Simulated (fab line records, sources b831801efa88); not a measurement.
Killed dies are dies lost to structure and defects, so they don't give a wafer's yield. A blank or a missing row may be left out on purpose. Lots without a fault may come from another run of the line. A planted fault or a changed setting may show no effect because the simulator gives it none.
One fault seen from 2 desks | flow sky130 | each desk has only its own numbers; what lay behind them comes last

THE TOOL OWNER'S DESK: pvd_sputter-01
The tool's own readings at SKY_METAL5_SPUTTER_04 (material TiN, target thk 70 nm, time 58.3 s): means of the sampled wafers that have a number, for each lot that ran on this tool. A lot is out of limits, marked OUT, if its mean lies more than 4 standard deviations from the usual mean; the brackets give that distance.
Columns: A = throttle_valve_pct at SKY_METAL5_SPUTTER_04, usual 30.3 %
lot  | first seen here | A
L367 | day 46 20:14    | 30.0
L371 | day 47 10:07    | 30.2
L370 | day 47 16:23    | 30.5
This desk's finding: nothing out of limits on any of the 3 lots.

THE METROLOGY DESK
What the gauges read, lot by lot, whatever tool the lot ran on: means of the sampled wafers that have a number. A lot is out of limits, marked OUT, if its mean lies more than 4 standard deviations from the usual mean; the brackets give that distance.
Columns: A = VIA4_W_RS at SKY_VIA4_RS_MEAS_19, usual 0.227 ohm/sq; B = VIA4_W_THK at SKY_VIA4_THK_MEAS_20, usual 489 nm; C = METAL5_ALCU_RS at SKY_METAL5_RS_MEAS_05, usual 0.02704 ohm/sq; D = METAL5_ALCU_THK at SKY_METAL5_THK_MEAS_06, usual 1143 nm; E = PASSIVATION_CVD_00_THK at SKY_PASSIVATION_THK_MEAS_01, usual 90.1 nm; F = PASSIVATION_CVD_02_THK at SKY_PASSIVATION_THK_MEAS_03, usual 540 nm
lot  | first seen here | A     | B   | C       | D    | E    | F
L360 | day 44 23:30    | 0.221 | 495 | 0.02715 | 1134 | 88.2 | 544
L367 | day 46 19:36    | 0.228 | 490 | 0.02712 | 1126 | 90.0 | 546
L371 | day 47 09:32    | 0.229 | 480 | 0.02746 | 1141 | 90.5 | 539
L370 | day 47 15:48    | 0.228 | 484 | 0.02702 | 1149 | 90.9 | 541
L376 | day 48 16:58    | 0.225 | 491 | 0.02687 | 1153 | 90.1 | 536
L377 | day 48 20:33    | 0.227 | 488 | 0.02740 | 1131 | 90.9 | 538
This desk's finding: nothing out of limits on any of the 6 lots.

PUT TOGETHER
The tool owner's desk saw nothing out of limits.
The metrology desk saw nothing out of limits.

WHAT THE SIMULATOR HAD PUT IN
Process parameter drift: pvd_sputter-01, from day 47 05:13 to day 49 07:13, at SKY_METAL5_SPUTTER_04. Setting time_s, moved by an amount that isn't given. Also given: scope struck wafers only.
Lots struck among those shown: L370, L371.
